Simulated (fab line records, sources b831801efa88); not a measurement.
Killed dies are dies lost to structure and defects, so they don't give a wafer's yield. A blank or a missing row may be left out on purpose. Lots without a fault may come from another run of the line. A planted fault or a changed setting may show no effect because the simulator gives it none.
One fault seen from 2 desks | flow sky130 | each desk has only its own numbers; what lay behind them comes last

THE TOOL OWNER'S DESK: pvd_sputter-04
The tool's own readings at SKY_METAL3_SPUTTER_04 (material TiN, target thk 70 nm, time 58.3 s): means of the sampled wafers that have a number, for each lot that ran on this tool. A lot is out of limits, marked OUT, if its mean lies more than 4 standard deviations from the usual mean; the brackets give that distance.
Columns: A = cathode_dc_power_W at SKY_METAL3_SPUTTER_04, usual 6500.1 W; B = throttle_valve_pct at SKY_METAL3_SPUTTER_04, usual 30.3 %
lot  | first seen here | A                        | B
L137 | day 38 01:09    | 5557.9 (-99 or more) OUT | 31.0
L138 | day 38 03:03    | 5556.7 (-99 or more) OUT | 29.9
L139 | day 38 15:13    | 5557.7 (-99 or more) OUT | 30.5
L150 | day 41 19:26    | 6499.3                   | 30.7
This desk's finding: out of limits on L137, L138, L139; first on L137, day 38 01:09 (cathode_dc_power_W at SKY_METAL3_SPUTTER_04). In limits: L150.

THE METROLOGY DESK
What the gauges read, lot by lot, whatever tool the lot ran on: means of the sampled wafers that have a number. A lot is out of limits, marked OUT, if its mean lies more than 4 standard deviations from the usual mean; the brackets give that distance.
Columns: A = VIA2_W_RS at SKY_VIA2_RS_MEAS_22, usual 0.2740 ohm/sq; B = VIA2_W_THK at SKY_VIA2_THK_MEAS_23, usual 414 nm
lot  | first seen here | A      | B
L137 | day 38 00:37    | 0.2762 | 402
L138 | day 38 02:28    | 0.2729 | 406
L139 | day 38 14:38    | 0.2738 | 406
L147 | day 40 22:25    | 0.2776 | 410
L150 | day 41 18:52    | 0.2732 | 420
L151 | day 42 01:20    | 0.2706 | 420
L155 | day 43 05:20    | 0.2774 | 411
This desk's finding: nothing out of limits on any of the 7 lots.

PUT TOGETHER
The tool owner's desk could have raised an alarm at day 38 01:09, on L137, L138, L139.
The metrology desk saw nothing out of limits.
The metrology desk has L137, L138, L139 on record, within its limits.
Of the lots named, all ran SKY_METAL3_SPUTTER_04 on pvd_sputter-04.

WHAT THE SIMULATOR HAD PUT IN
Process parameter drift: pvd_sputter-04, from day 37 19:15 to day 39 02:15, at SKY_METAL3_SPUTTER_04. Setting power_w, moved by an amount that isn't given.
Lots struck among those shown: L137, L138, L139.
Hours from the fault's start to each desk's first reading out of limits: the tool owner's desk, 6.
